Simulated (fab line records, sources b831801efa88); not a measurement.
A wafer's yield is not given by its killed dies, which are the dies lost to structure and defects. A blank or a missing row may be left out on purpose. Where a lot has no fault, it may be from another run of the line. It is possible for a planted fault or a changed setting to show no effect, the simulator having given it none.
A struck lot beside a sound one | flow gf180mcu | 15 steps out of a route of 602
Sound: the wafers L356.1, L356.2, L356.4. Wafers L365.2, L365.3, L365.4 were the ones struck. Last of all comes the cause.
Per side, at each step with rows, come the tool, then ch with its chambers, and then its first start. Under that, the readings that differ: sound wafers | struck wafers | difference of the means | sigmas: that difference in standard deviations of wafers without a fault.
alike: readings with means less than 2 such deviations apart, plus words and numbers identical on both sides. not compared: withheld readings, readings lacking a value on some wafer, bounds such as >300 that could conceal the same value, and numbers that have no deviation in the record and whose values overlap.
The two part at a step that has a row with sigmas, a row that says differs or no value, or rows on one side only. When numbers do not overlap yet have no deviation, they are printed without sigmas and do not part them. A reading that every wafer of one side lacks parts them only if that side has two wafers or more.

GF_LVPWELL_STRIP_10: strips in O2/N2.
  sound on plasma asher-02 ch 0,1, day 4 02:13; struck on plasma asher-01 ch 0,1, day 6 13:37
  reading            | sound       | struck      | difference | sigmas
  heater power w (W) | 397 438 396 | 302 330 299 | -100       | -3
  alike: drypump motor current A, oes product au, overash fraction, platen temp c, strip time to endpoint s
  not compared: rf hours counter h
GF_LVPWELL_TW_MEAS_11:
  sound on film metro-04, day 4 02:19; struck on film metro-03, day 6 13:44
  reading    | sound       | struck      | difference | sigmas
  LVPWELL_TW | 550 553 552 | 571 574 573 | +21        | +3
then, 7 steps without rows for these wafers: GF_MVSD_DEHYDRATE_00 (time 60 s); GF_MVSD_HMDS_01 (prime time 60 s); GF_MVSD_COAT_02 (resist thk 3000 nm); GF_MVSD_SOFTBAKE_03; GF_MVSD_EXPOSE_04 (exposes mask MVSD, target cd 1000 nm); GF_MVSD_PEB_05; GF_MVSD_DEVELOP_06 (develop time 60 s).
GF_MVSD_OVL_MEAS_07:
  sound on overlay-01, day 4 15:01; struck on overlay-01, day 7 04:18
  alike: MVSD_OVL
then, 2 steps without rows for these wafers: GF_MVSD_IMPLANT_08; GF_MVSD_IMPLANT_09.
GF_MVSD_STRIP_10: strips in O2/N2.
  sound on plasma asher-03 ch 0,1, day 4 15:22; struck on plasma asher-04 ch 0,1, day 7 04:38
  reading               | sound                | struck               | difference | sigmas
  oes product au (a.u.) | 0.716 0.725 0.727    | 0.798 0.792 0.790    | +0.071     | +16
  overash fraction      | 0.5 0.5 0.5          | 0.3 0.3 0.3          | -0.2       |
  platen temp c (C)     | 249.79 249.96 249.79 | 250.37 250.42 250.05 | +0.43      | +2
  alike: drypump motor current A, heater power w, strip time to endpoint s
  not compared: rf hours counter h
GF_MVSD_TW_MEAS_11:
  sound on film metro-01, day 4 15:28; struck on film metro-04, day 7 04:44
  alike: MVSD_TW
GF_PASSIVATION_PROBE_99:
  sound wafers here have rows in the record (prober-02, day 29 05:02); struck ones have none

== WHERE THEY PART ==
Last at GF_PASSIVATION_PROBE_99 as far as this record goes, first at GF_LVPWELL_STRIP_10.

WHY: what had been put in by the simulator
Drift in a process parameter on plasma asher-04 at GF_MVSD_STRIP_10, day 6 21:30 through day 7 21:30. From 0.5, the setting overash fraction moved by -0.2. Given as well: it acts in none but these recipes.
